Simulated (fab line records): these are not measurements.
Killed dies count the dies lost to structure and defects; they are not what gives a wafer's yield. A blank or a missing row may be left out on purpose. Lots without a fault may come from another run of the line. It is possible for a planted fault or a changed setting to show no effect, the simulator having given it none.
fab line records	flow sky130
record: lots: 7	wafers: 19	last_day: 50
route steps=708 shown METAL5@664 PAD_OPEN@708
lots with no fault: from the same line, run without faults
start_h: the number of hours between the record's first day and the start of the first shown wafer of the lot	wait_h: hours from the lot's prior step to this one	" the same as in the row above	L1.1+2: several wafers, shown together as one row	- value missing, or start not given	* or withheld: withheld	< > ~ a bound
route shown NAME@n: names a module that has steps shown in the file, with the first one's number in the route	usual: mean/standard deviation of fault-free wafers	same: alike in all rows	chamber/n: place in a boat	sites: each site's reading	_std_site: the values' standard deviation	_edge_site: mean of outer sites minus mean of inner sites	radius_mm: how far each site lies from the wafer's centre	mask NAME#n: copy n	behind: the tool/chamber that last shaped the wafer	hold: why the lot went on hold/how many hours it stayed there/how the hold came to an end	device: which transistor (n, p or np) failed to switch	end of line: the route-end tests of the same wafers	a step with no rows: only its recipe	killed: not the wafer's yield, but the dies lost to structure and defects at the first sort	map: dies across one wafer; x = killed, . = not, _ = none there
set.NAME: the setting the step ran with; set.NAME@STEP: the setting that earlier step ran with	model.NAME: the simulator's own value behind a step, which no gauge read
lots seen at some steps along the route; tables by step, rows by wafer
services: the hour from which a tool's chamber was out of use, counted from the record's first day as start_h (under 0 if before that day), plus the number of hours and why
== steps ==
step: SKY_METAL5_SPUTTER_03
recipe: material: Ti	target_thk_nm: 5	power_w: 3000	time_s: 3.3	chamber_pressure_pa: 0.4
usual: throttle_valve_pct: 30.2/1.1
same: time_s: 3.3
lot.wafer	tool	chamber	start_h	wait_h	throttle_valve_pct
L100.1	pvd_sputter-03	-	1000.70	0.0	30.8
L100.4	"	-	"	"	32.3
L100.5	"	-	"	"	30.6
L104.1	pvd_sputter-02	-	1030.32	0.0	29.0
L104.3	"	-	"	"	30.7
L104.6	"	-	"	"	28.2
L113.2	pvd_sputter-03	-	1122.09	0.0	29.2
L113.5	"	-	"	"	30.5
L115.4	pvd_sputter-02	-	1126.55	0.0	31.0
L115.5	"	-	"	"	28.2
L116.2	pvd_sputter-03	-	1128.85	0.0	29.1
L116.3	"	-	"	"	30.7
L116.4	"	-	"	"	30.4
L118.2	pvd_sputter-03	-	1136.56	0.0	30.2
L118.3	"	-	"	"	30.7
L118.4	"	-	"	"	30.4
L120.2	pvd_sputter-03	-	1145.51	0.0	30.2
L120.5	"	-	"	"	29.4
L120.6	"	-	"	"	30.6
step: SKY_METAL5_SPUTTER_04
recipe: material: TiN	target_thk_nm: 70	power_w: 6500	time_s: 58.3	chamber_pressure_pa: 0.4
usual: throttle_valve_pct: 30.2/1.1
same: time_s: 58.3
lot.wafer	tool	chamber	start_h	wait_h	throttle_valve_pct
L100.1	pvd_sputter-03	-	1000.72	0.0	30.4
L100.4	"	-	"	"	32.3
L100.5	"	-	"	"	30.7
L104.1	pvd_sputter-02	-	1030.34	0.0	29.1
L104.3	"	-	"	"	30.9
L104.6	"	-	"	"	28.3
L113.2	pvd_sputter-03	-	1122.10	0.0	29.2
L113.5	"	-	"	"	30.5
L115.4	pvd_sputter-02	-	1126.57	0.0	31.1
L115.5	"	-	"	"	27.9
L116.2	pvd_sputter-03	-	1128.87	0.0	29.0
L116.3	"	-	"	"	30.5
L116.4	"	-	"	"	30.4
L118.2	pvd_sputter-03	-	1136.57	0.0	30.5
L118.3	"	-	"	"	30.7
L118.4	"	-	"	"	30.3
L120.2	pvd_sputter-03	-	1145.53	0.0	30.3
L120.5	"	-	"	"	29.5
L120.6	"	-	"	"	30.4
step: SKY_METAL5_RS_MEAS_05
recipe: thk_meas_gauge: four-point-probe	reads: TiN_of_METAL5_SPUTTER_04+Ti_of_METAL5_SPUTTER_03+AlCu_of_METAL5_SPUTTER_02+TiN_of_METAL5_SPUTTER_01+Ti_of_METAL5_SPUTTER_00
usual: METAL5_ALCU_RS: 0.027/0.00026
lot.wafer	tool	chamber	start_h	wait_h	METAL5_ALCU_RS[ohm/sq]
L100.1	film_metro-02	-	1000.77	0.0	0.02717
L100.4	"	-	"	"	0.02726
L100.5	"	-	"	"	0.02714
L104.1	film_metro-04	-	1030.38	0.0	0.027
L104.3	"	-	"	"	0.02701
L104.6	"	-	"	"	0.02719
L113.2	film_metro-04	-	1122.17	0.0	0.02694
L113.5	"	-	"	"	0.0271
L115.4	film_metro-02	-	1126.67	0.1	0.02737
L115.5	"	-	"	"	0.02736
L116.2	film_metro-04	-	1128.94	0.0	0.02699
L116.3	"	-	"	"	0.02727
L116.4	"	-	"	"	0.02678
L118.2	film_metro-04	-	1136.64	0.0	0.0269
L118.3	"	-	"	"	0.0277
L118.4	"	-	"	"	0.02686
L120.2	film_metro-02	-	1145.60	0.0	0.02717
L120.5	"	-	"	"	0.0272
L120.6	"	-	"	"	0.02766
step: SKY_METAL5_THK_MEAS_06
recipe: thk_meas_gauge: xrf	reads: AlCu_of_METAL5_SPUTTER_02
usual: METAL5_ALCU_THK: 1129/15
lot.wafer	tool	chamber	start_h	wait_h	METAL5_ALCU_THK[nm]
L100.1	film_metro-02	-	1000.89	0.1	1108
L100.4	"	-	"	"	1106
L100.5	"	-	"	"	1114
L104.1	film_metro-04	-	1030.50	0.1	1142
L104.3	"	-	"	"	1137
L104.6	"	-	"	"	1133
L113.2	film_metro-04	-	1122.28	0.1	1144
L113.5	"	-	"	"	1141
L115.4	film_metro-02	-	1126.76	0.1	1109
L115.5	"	-	"	"	1108
L116.2	film_metro-04	-	1129.05	0.1	1139
L116.3	"	-	"	"	1119
L116.4	"	-	"	"	1148
L118.2	film_metro-04	-	1136.75	0.1	1144
L118.3	"	-	"	"	1112
L118.4	"	-	"	"	1151
L120.2	film_metro-02	-	1145.71	0.1	1121
L120.5	"	-	"	"	1121
L120.6	"	-	"	"	1103
step: SKY_METAL5_DEHYDRATE_07
recipe: temp_c: 200	time_s: 60
step: SKY_METAL5_HMDS_08
recipe: prime_time_s: 60	prime_temp_c: 120
step: SKY_METAL5_COAT_09
recipe: resist: NOVOLAK	spin_rpm: 3000	resist_thk_nm: 1800
step: SKY_METAL5_SOFTBAKE_10
recipe: temp_c: 90	time_s: 60	resist: NOVOLAK
step: SKY_METAL5_EXPOSE_11
recipe: mask_id: MM5	na: 0.6	source_shape: conventional	sigma_outer: 0.6	polarization: unpolarized	target_cd_nm: 1600	dose_mj: 190
step: SKY_METAL5_PEB_12
recipe: temp_c: withheld	time_s: *	resist: NOVOLAK
step: SKY_METAL5_DEVELOP_13
recipe: resist: NOVOLAK	developer: TMAH	develop_time_s: 60	dev_temp_c: 23
step: SKY_METAL5_DESCUM_14
recipe: chemistry: O2	source_power_w: 150	bias_power_w: 0	pressure_mtorr: 10	temp_c: 40	time_s: 11
usual: drypump_motor_current_A: 5.71/0.25	oes_product_au: 0.997/0.011	temp_c: 40.01/0.1
same: time_s: 11
lot.wafer	tool	chamber	start_h	wait_h	drypump_motor_current_A	oes_product_au	rf_hours_counter_h	temp_c
L100.1	rie_metal-04	1	1023.14	0.1	5.70	1.008	7	39.85
L100.4	"	0	"	"	5.64	0.985	-	39.78
L100.5	"	1	"	"	5.68	1.021	-	39.93
L104.1	rie_metal-01	0	1052.18	0.1	5.72	0.986	12	40.08
L104.3	"	0	"	"	5.73	0.991	-	39.95
L104.6	"	1	"	"	5.53	1.013	-	40.14
L113.2	rie_metal-01	0	1140.04	0.1	5.73	0.992	19	39.95
L113.5	"	0	"	"	5.73	0.998	-	40.08
L115.4	rie_metal-01	1	1144.71	0.1	5.52	1.002	-	39.97
L115.5	"	0	"	"	5.74	0.999	-	40.18
L116.2	rie_metal-01	1	1146.39	0.1	5.53	0.995	25	40.18
L116.3	"	1	"	"	5.53	0.992	-	40.09
L116.4	"	0	"	"	5.73	0.990	-	40.09
L118.2	rie_metal-03	1	1153.69	0.1	6.76	0.996	25	40.00
L118.3	"	1	"	"	6.77	0.999	-	40.00
L118.4	"	0	"	"	6.10	0.990	-	39.91
L120.2	rie_metal-04	0	1163.24	0.1	5.66	0.989	27	40.22
L120.5	"	0	"	"	5.67	0.976	-	40.27
L120.6	"	1	"	"	5.68	1.005	-	39.90
step: SKY_METAL5_METAL_ETCH_15
recipe: target_depth_a: 12600	stop_on: SiO2	over_etch_frac: 0.2	time_s: 252	chemistry: Cl2/BCl3	resist_sidewall_deg: 86	pressure_mtorr: 10	icp_w: 900	bias_w: 48.5	Cl2_flow_sccm: 60	bcl3_flow_sccm: 30
usual: drypump_motor_current_A: 5.71/0.25	oes_product_au: 0.894/0.0048	run_length_s: 280.1/0.67	throttle_valve_pct: 22.265/0.0088
lot.wafer	tool	chamber	start_h	wait_h	drypump_motor_current_A	oes_product_au	rf_hours_counter_h	run_length_s	throttle_valve_pct	model.NOVOLAK_of_METAL5_COAT_09.thk_nm
L100.1	rie_metal-04	1	1023.18	0.0	5.67	0.895	7	280.1	22.272	1026
L100.4	"	0	"	"	5.67	0.896	-	280.2	22.263	1044
L100.5	"	1	"	"	5.69	0.894	-	280.0	22.249	1026
L104.1	rie_metal-01	0	1052.22	0.0	5.72	0.900	12	279.9	22.260	1036
L104.3	"	0	"	"	5.74	0.889	-	280.5	22.248	1039
L104.6	"	1	"	"	5.51	0.896	-	279.9	22.262	1023
L113.2	rie_metal-01	0	1140.07	0.0	5.73	0.991	19	256.8	22.265	1114
L113.5	"	0	"	"	5.75	0.893	-	279.6	22.272	1044
L115.4	rie_metal-01	1	1144.81	0.1	5.54	0.992	-	256.5	22.258	1107
L115.5	"	0	"	"	5.73	0.890	-	279.6	22.258	1052
L116.2	rie_metal-01	1	1146.43	0.0	5.53	0.996	25	256.2	22.255	1090
L116.3	"	1	"	"	5.54	0.898	-	279.5	22.271	1015
L116.4	"	0	"	"	5.72	0.997	-	256.6	22.250	1095
L118.2	rie_metal-03	1	1153.72	0.0	6.79	0.899	25	279.5	22.261	1037
L118.3	"	1	"	"	6.78	0.886	-	279.6	22.274	1039
L118.4	"	0	"	"	6.11	0.900	-	280.9	22.270	1042
L120.2	rie_metal-04	0	1163.28	0.0	5.68	0.901	27	280.7	22.267	1055
L120.5	"	0	"	"	5.65	0.898	-	280.4	22.266	1061
L120.6	"	1	"	"	5.68	0.898	-	279.9	22.273	1039
step: SKY_METAL5_STRIP_16
recipe: chemistry: O2/N2	power_w: 1400	pressure_mtorr: 1500	platen_temp_c: withheld	o2_flow_sccm: 3000	n2_flow_sccm: 300	overash_fraction: 0.5
usual: drypump_motor_current_A: 6.0/0.35	oes_product_au: 0.709/0.0045	strip_time_to_endpoint_s: 13.08/0.15
lot.wafer	tool	chamber	start_h	wait_h	drypump_motor_current_A	oes_product_au	rf_hours_counter_h	strip_time_to_endpoint_s
L100.1	plasma_asher-02	0	1023.41	0.2	6.0	0.713	117	12.99
L100.4	"	0	"	"	6.0	0.704	-	13.20
L100.5	"	0	"	"	5.9	0.703	-	12.98
L104.1	plasma_asher-01	0	1052.45	0.2	5.6	0.718	31	13.07
L104.3	"	1	"	"	6.6	0.697	-	13.12
L104.6	"	0	"	"	5.6	0.707	-	12.92
L113.2	plasma_asher-02	1	1140.30	0.2	6.1	0.705	7	13.99
L113.5	"	0	"	"	5.9	0.712	-	13.18
L115.4	plasma_asher-01	0	1145.00	0.1	5.6	0.710	-	13.89
L115.5	"	0	"	"	5.6	0.710	-	13.25
L116.2	plasma_asher-01	0	1146.66	0.2	5.6	0.706	41	13.70
L116.3	"	1	"	"	6.6	0.708	-	12.84
L116.4	"	0	"	"	5.5	0.705	-	13.76
L118.2	plasma_asher-04	1	1153.95	0.2	5.7	0.710	72	13.09
L118.3	"	1	"	"	5.7	0.713	-	13.13
L118.4	"	0	"	"	5.8	0.711	-	13.14
L120.2	plasma_asher-04	1	1163.51	0.2	5.7	0.702	73	13.26
L120.5	"	0	"	"	5.8	0.710	-	13.34
L120.6	"	1	"	"	5.7	0.712	-	13.12
step: SKY_METAL5_STRIP_17
recipe: chemistry: post_etch_residue_remover	time_s: 1200	temp_c: 72.5
step: SKY_PAD_OPEN_PROBE_99
usual: defect_limited_yield: 82.5/1.9	killed_at_M0_to_M3: 44/7.3	killed_at_M4_up: 3.2/1.8	killed_at_contacts: 24/5.4	killed_at_front_end: 16/4.4	killed_dies: 86/9.5	killed_open: 47/7.7	killed_short: 39/6.4	sort_bin_3_pad_short: 0.9/0.41	sort_bin_5_function: 10.4/1.5	sort_bin_6_memory: 6.2/1.1	sort_n_pass: 406/9.5	sort_yield_pct: 82.5/1.9
same: gross_dies: 492	killed_at_back_side: 0	killed_at_other: 0	sort_bin_4_leakage[%]: 0	sort_bin_8_speed[%]: 0
lot.wafer	tool	chamber	start_h	wait_h	defect_limited_yield[%]	killed_at_M0_to_M3	killed_at_M4_up	killed_at_contacts	killed_at_front_end	killed_dies	killed_open	killed_short	sort_bin_3_pad_short[%]	sort_bin_5_function[%]	sort_bin_6_memory[%]	sort_n_pass	sort_yield_pct[%]
L100.1	prober-02	-	1070.23	0.1	82.9	43	2	30	9	84	52	32	0.4	10.0	6.7	408	82.9
L100.4	prober-02	-	1070.38	0.2	85.6	33	5	22	11	71	44	27	0.8	8.7	4.9	421	85.6
L100.5	prober-02	-	1070.43	0.2	84.3	40	2	23	12	77	41	36	0.8	9.3	5.5	415	84.3
L104.1	prober-01	-	1097.57	0.1	82.9	47	0	20	17	84	55	29	0.4	11.0	5.7	408	82.9
L104.3	prober-01	-	1097.67	0.2	85.2	46	0	18	9	73	39	34	1.0	8.9	4.9	419	85.2
L104.6	prober-01	-	1097.82	0.2	83.1	51	6	16	10	83	41	42	1.0	8.7	7.1	409	83.1
L113.2	prober-02	-	1178.66	0.1	80.7	41	3	31	20	95	51	44	1.2	11.6	6.5	397	80.7
L113.5	prober-02	-	1178.81	0.2	84.6	44	1	19	12	76	33	43	0.6	8.5	6.3	416	84.6
L115.4	prober-01	-	1183.64	0.2	82.1	40	1	34	13	88	50	38	0.2	10.2	7.5	404	82.1
L115.5	prober-01	-	1183.69	0.2	86.4	35	1	24	7	67	36	31	1.4	7.7	4.5	425	86.4
L116.2	prober-01	-	1185.16	0.1	81.1	54	3	19	17	93	52	41	0.6	13.6	4.7	399	81.1
L116.3	prober-01	-	1185.21	0.2	82.3	47	3	21	16	87	39	48	0.8	10.8	6.1	405	82.3
L116.4	prober-01	-	1185.26	0.2	80.9	56	4	22	12	94	48	46	0.6	11.2	7.3	398	80.9
L118.2	prober-01	-	1191.31	0.1	86.4	34	3	18	12	67	33	34	0.8	8.5	4.3	425	86.4
L118.3	prober-01	-	1191.36	0.2	81.5	51	3	23	14	91	52	39	1.2	8.7	8.5	401	81.5
L118.4	prober-01	-	1191.41	0.2	82.7	49	3	21	12	85	43	42	1.0	10.0	6.3	407	82.7
L120.2	prober-02	-	1200.64	0.1	84.3	42	6	16	13	77	43	34	1.2	9.8	4.7	415	84.3
L120.5	prober-02	-	1200.79	0.2	80.9	42	3	26	23	94	55	39	0.6	11.8	6.7	398	80.9
L120.6	prober-02	-	1200.84	0.2	85.6	36	0	21	14	71	38	33	1.2	7.7	5.5	421	85.6
killed by level:class
L100.1 LI_CONTACT:geometric_particle:open=11 CONTACT:geometric_particle:open=11 VIA1:geometric_particle:open=11 VIA3:geometric_particle:open=8 METAL1:geometric_particle:short=6 METAL2:geometric_particle:short=6 VIA2:geometric_particle:short=4 FIELD_ISO:geometric_particle:open=3
L100.4 CONTACT:geometric_particle:open=9 VIA1:geometric_particle:open=9 LI_CONTACT:geometric_particle:open=6 POLY_GATE:geometric_particle:open=5 METAL1:geometric_particle:short=5 VIA3:geometric_particle:open=5 LOCAL_INTERCONNECT:geometric_particle:short=4 VIA2:geometric_particle:short=3
L100.5 VIA1:geometric_particle:open=12 VIA2:geometric_particle:open=8 LI_CONTACT:geometric_particle:open=7 LOCAL_INTERCONNECT:geometric_particle:short=6 CONTACT:geometric_particle:open=5 METAL1:geometric_particle:short=5 VIA1:geometric_particle:short=5 FIELD_ISO:geometric_particle:short=4
L104.1 VIA3:geometric_particle:open=11 VIA1:geometric_particle:open=10 CONTACT:geometric_particle:open=8 VIA2:geometric_particle:open=8 LI_CONTACT:geometric_particle:open=7 POLY_GATE:geometric_particle:short=5 FIELD_ISO:geometric_particle:open=4 FIELD_ISO:geometric_particle:short=4
L104.3 VIA1:geometric_particle:open=14 CONTACT:geometric_particle:open=8 VIA3:geometric_particle:open=7 VIA1:geometric_particle:short=6 CONTACT:geometric_particle:short=5 METAL2:geometric_particle:short=5 FIELD_ISO:geometric_particle:open=3 LOCAL_INTERCONNECT:geometric_particle:short=3
L104.6 VIA1:geometric_particle:open=16 VIA1:geometric_particle:short=11 VIA3:geometric_particle:open=6 METAL4:geometric_particle:short=6 LI_CONTACT:geometric_particle:open=5 FIELD_ISO:geometric_particle:open=4 CONTACT:geometric_particle:open=4 VIA2:geometric_particle:short=4
L113.2 CONTACT:geometric_particle:open=12 VIA3:geometric_particle:open=8 VIA1:geometric_particle:open=8 LI_CONTACT:geometric_particle:open=7 FIELD_ISO:geometric_particle:short=6 CONTACT:geometric_particle:short=6 POLY_GATE:geometric_particle:short=5 POLY_GATE:geometric_particle:open=5
L113.5 CONTACT:geometric_particle:short=7 METAL1:geometric_particle:short=7 VIA1:geometric_particle:open=6 METAL2:geometric_particle:short=6 VIA3:geometric_particle:short=6 POLY_GATE:geometric_particle:open=5 FIELD_ISO:geometric_particle:short=4 LI_CONTACT:geometric_particle:open=4
L115.4 VIA1:geometric_particle:open=13 CONTACT:geometric_particle:open=12 LI_CONTACT:geometric_particle:open=7 LOCAL_INTERCONNECT:geometric_particle:short=7 CONTACT:geometric_particle:short=6 VIA3:geometric_particle:open=6 VIA1:geometric_particle:short=6 METAL2:geometric_particle:open=4
L115.5 CONTACT:geometric_particle:open=9 VIA1:geometric_particle:open=7 CONTACT:geometric_particle:short=6 VIA1:geometric_particle:short=6 VIA2:geometric_particle:open=6 LOCAL_INTERCONNECT:geometric_particle:short=5 VIA3:geometric_particle:open=4 METAL1:geometric_particle:short=3
L116.2 VIA2:geometric_particle:open=10 VIA1:geometric_particle:open=10 METAL2:geometric_particle:short=9 CONTACT:geometric_particle:open=7 LI_CONTACT:geometric_particle:open=6 VIA1:geometric_particle:short=6 VIA2:geometric_particle:short=6 VIA3:geometric_particle:open=6
L116.3 VIA1:geometric_particle:open=11 FIELD_ISO:geometric_particle:short=9 VIA2:geometric_particle:open=9 METAL2:geometric_particle:short=7 CONTACT:geometric_particle:open=6 LOCAL_INTERCONNECT:geometric_particle:short=5 VIA1:geometric_particle:short=5 VIA3:geometric_particle:open=5
L116.4 VIA1:geometric_particle:open=17 CONTACT:geometric_particle:open=9 METAL3:geometric_particle:short=8 VIA2:geometric_particle:open=6 VIA3:geometric_particle:short=6 CONTACT:geometric_particle:short=5 VIA1:geometric_particle:short=5 LI_CONTACT:geometric_particle:open=4
L118.2 METAL2:geometric_particle:short=10 CONTACT:geometric_particle:open=10 VIA1:geometric_particle:open=6 VIA2:geometric_particle:open=6 FIELD_ISO:geometric_particle:short=5 LOCAL_INTERCONNECT:geometric_particle:short=5 VIA3:geometric_particle:open=3 POLY_GATE:geometric_particle:short=2
L118.3 CONTACT:geometric_particle:open=10 VIA1:geometric_particle:open=9 VIA2:geometric_particle:open=8 METAL1:geometric_particle:short=6 VIA1:geometric_particle:short=6 METAL2:geometric_particle:short=6 VIA3:geometric_particle:open=6 FIELD_ISO:geometric_particle:short=4
L118.4 VIA1:geometric_particle:open=16 CONTACT:geometric_particle:open=9 LOCAL_INTERCONNECT:geometric_particle:short=6 VIA2:geometric_particle:open=6 VIA3:geometric_particle:short=6 FIELD_ISO:geometric_particle:short=4 POLY_GATE:geometric_particle:short=4 METAL2:geometric_particle:short=4
L120.2 VIA1:geometric_particle:open=13 VIA1:geometric_particle:short=8 VIA3:geometric_particle:open=7 FIELD_ISO:geometric_particle:open=5 CONTACT:geometric_particle:open=5 VIA2:geometric_particle:open=5 LOCAL_INTERCONNECT:geometric_particle:short=4 METAL4:geometric_particle:short=4
L120.5 CONTACT:geometric_particle:open=12 VIA3:geometric_particle:open=10 VIA1:geometric_particle:open=9 FIELD_ISO:geometric_particle:short=8 VIA2:geometric_particle:open=8 METAL1:geometric_particle:short=7 FIELD_ISO:geometric_particle:open=5 POLY_GATE:geometric_particle:short=5
L120.6 CONTACT:geometric_particle:open=9 VIA1:geometric_particle:open=7 VIA2:geometric_particle:open=6 VIA2:geometric_particle:short=5 FIELD_ISO:geometric_particle:short=4 POLY_GATE:geometric_particle:short=4 CONTACT:geometric_particle:short=4 VIA3:geometric_particle:open=4
== services ==
tool	chamber	start_h	hours	kind
rie_metal-01	1	976.82	3.3	repair
plasma_asher-02	-	1000.55	2.4	repair
pvd_sputter-02	-	1008.24	1.0	repair
rie_metal-03	0	1012.86	16.2	repair
plasma_asher-01	-	1018.72	1.3	repair
pvd_sputter-02	-	1019.02	8.0	repair
plasma_asher-04	-	1020.83	0.8	repair
pvd_sputter-02	2	1049.79	-	consumable_replace:kit
pvd_sputter-02	2	1049.79	18.0	scheduled_down
pvd_sputter-02	2	1049.79	18.0	vent_cycle
plasma_asher-02	-	1055.25	9.0	pm
plasma_asher-02	0	1055.25	9.0	vent_cycle
plasma_asher-02	1	1055.25	9.0	vent_cycle
plasma_asher-02	-	1093.15	3.5	repair
rie_metal-01	-	1101.93	2.8	pm
rie_metal-03	-	1103.27	0.6	repair
plasma_asher-04	-	1130.25	0.7	repair
pvd_sputter-03	2	1131.53	-	consumable_replace:kit
pvd_sputter-03	2	1131.53	18.0	scheduled_down
pvd_sputter-03	2	1131.53	18.0	vent_cycle
pvd_sputter-02	1	1136.47	-	consumable_replace:kit
pvd_sputter-02	1	1136.47	18.0	scheduled_down
pvd_sputter-02	1	1136.47	18.0	vent_cycle
rie_metal-04	-	1136.48	14.6	pm
== key ==
first_sign: step: SKY_METAL5_METAL_ETCH_15	reading: run_length_s	direction: down	sigmas: 35	usual: *	struck: *
effect: step: SKY_METAL5_METAL_ETCH_15	reading: oes_product_au	direction: up	sigmas: 21	usual: 0.894	struck: 0.994
effect: step: SKY_METAL5_STRIP_16	reading: strip_time_to_endpoint_s	direction: up	sigmas: 5.1	usual: *	struck: *
model_effect: step: SKY_METAL5_METAL_ETCH_15	value: NOVOLAK_of_METAL5_COAT_09.thk_nm	without: 1032	struck: 1102
met_at SKY_METAL5_METAL_ETCH_15
struck_wafers L113.2,L115.4,L116.2,L116.4
onset_between 1052.22 1140.07
fault: kind: process_parameter_drift	tool: rie_metal-01	chamber: -	onset_h: 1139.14	steps: SKY_METAL5_METAL_ETCH_15	channel: time_s	offset: *	shape: step	end_h: 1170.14	scope: struck_wafers_only	acts_in: *	stated: *
